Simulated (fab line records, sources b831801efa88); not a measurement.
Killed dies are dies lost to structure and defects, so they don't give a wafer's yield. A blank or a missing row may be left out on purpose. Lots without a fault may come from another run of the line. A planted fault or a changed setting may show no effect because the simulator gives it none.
Problem report in the 8D (eight disciplines) form, filled by code | flow sky130 | the parts of the form that need people (team, actions taken, sign-off) are left out

1. THE PROBLEM
METAL5_ALCU_RS at SKY_METAL5_RS_MEAS_05 reads a mean of 0.05883 ohm/sq on 5 wafers of 3 lots; wafers without a fault read 0.02701 ohm/sq with a standard deviation of 0.00024. That is +99 or more standard deviations from the usual mean.
The step: measures by four-point-probe.
First seen on wafer L912.3, day 47 05:38, on film_metro-02. The record holds 30 wafers of 10 lots with a number at this step. Rule for "out", or "out of limits": more than 4 standard deviations from the usual mean. The other wafers with a number count as sound.

2. WHAT IT IS AND WHAT IT IS NOT
question                    | is                                     | is not
which readings at this step | METAL5_ALCU_RS                         | -
which lots                  | L912, L913, L915                       | L898, L904, L906, L910, L917, L918, L920
which wafers of those lots  | L912.3, L913.2, L913.3, L915.2, L915.4 | L912.1, L912.6, L913.1, L915.6
read on which gauges        | film_metro-02, film_metro-03           | film_metro-04
when                        | from day 47 05:38                      | up to then (14 sound wafers); but 11 sound wafers of L913, L915, L917, L918, L920 came after

3. SUSPECTS, AND WHAT RULES EACH OUT
Counting: a tool at a process step up to the reading stays a suspect if it ran every lot that is out. Sound lots after the first of them don't rule it out here, since some wafers of a struck lot are sound.
- the gauge at SKY_METAL5_RS_MEAS_05: ruled out. The wafers that are out were read on 2 gauges (film_metro-02, film_metro-03).
- pvd_sputter-03 at SKY_METAL5_SPUTTER_02 (material AlCu, target thk 1150 nm, time 61.2 s): kept. It ran every lot that is out, first L912 (day 47 05:31); its last sound lot up to then is L910 (day 46 03:52).
Left after counting: pvd_sputter-03 at SKY_METAL5_SPUTTER_02.

4. THE CAUSE (what the simulator had put in)
Process parameter drift: pvd_sputter-03, from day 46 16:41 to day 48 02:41, at SKY_METAL5_SPUTTER_02. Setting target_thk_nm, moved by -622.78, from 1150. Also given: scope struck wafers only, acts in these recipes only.
Counting left only this tool.

5. THE CHAIN OF EFFECTS, in route order
Each row: a reading whose mean over the struck wafers that have a number lies more than 3 standard deviations from the usual. Only readings for which the record gives a usual standard deviation are gone through. hours: the time from each lot's start at the first step in this table that gives one to its start at this step, as a median over the lots. sigmas: the change in usual standard deviations.
hours | step                     | reading         | usual          | on struck wafers | change   | sigmas
0     | SKY_METAL5_RS_MEAS_05    | METAL5_ALCU_RS  | 0.02701 ohm/sq | 0.05883          | +0.03182 | +99 or more
0     | SKY_METAL5_THK_MEAS_06   | METAL5_ALCU_THK | 1154 nm        | 533              | -621     | -56
19    | SKY_METAL5_METAL_ETCH_15 | oes_product_au  | 0.894 a.u.     | 0.653            | -0.241   | -50
The process steps in it:
- SKY_METAL5_METAL_ETCH_15: etches the open film in Cl2/BCl3, stops on SiO2, target depth 1260 nm, time 252 s.

6. WHAT WOULD HAVE CAUGHT IT SOONER
In this record the first reading out of limits at a measuring or inspecting step was taken at day 47 05:38, 13 hours after the fault began at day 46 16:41.
Of the tool readings at SKY_METAL5_SPUTTER_02 for which the record gives a usual standard deviation, none was out on any struck wafer, so an alarm limit of 4 standard deviations on them would not have fired.
Of the lots that are out (3), L913, L915 began SKY_METAL5_SPUTTER_02 on pvd_sputter-03 after day 47 05:38. A hold on the tool at that time would have spared those 2.
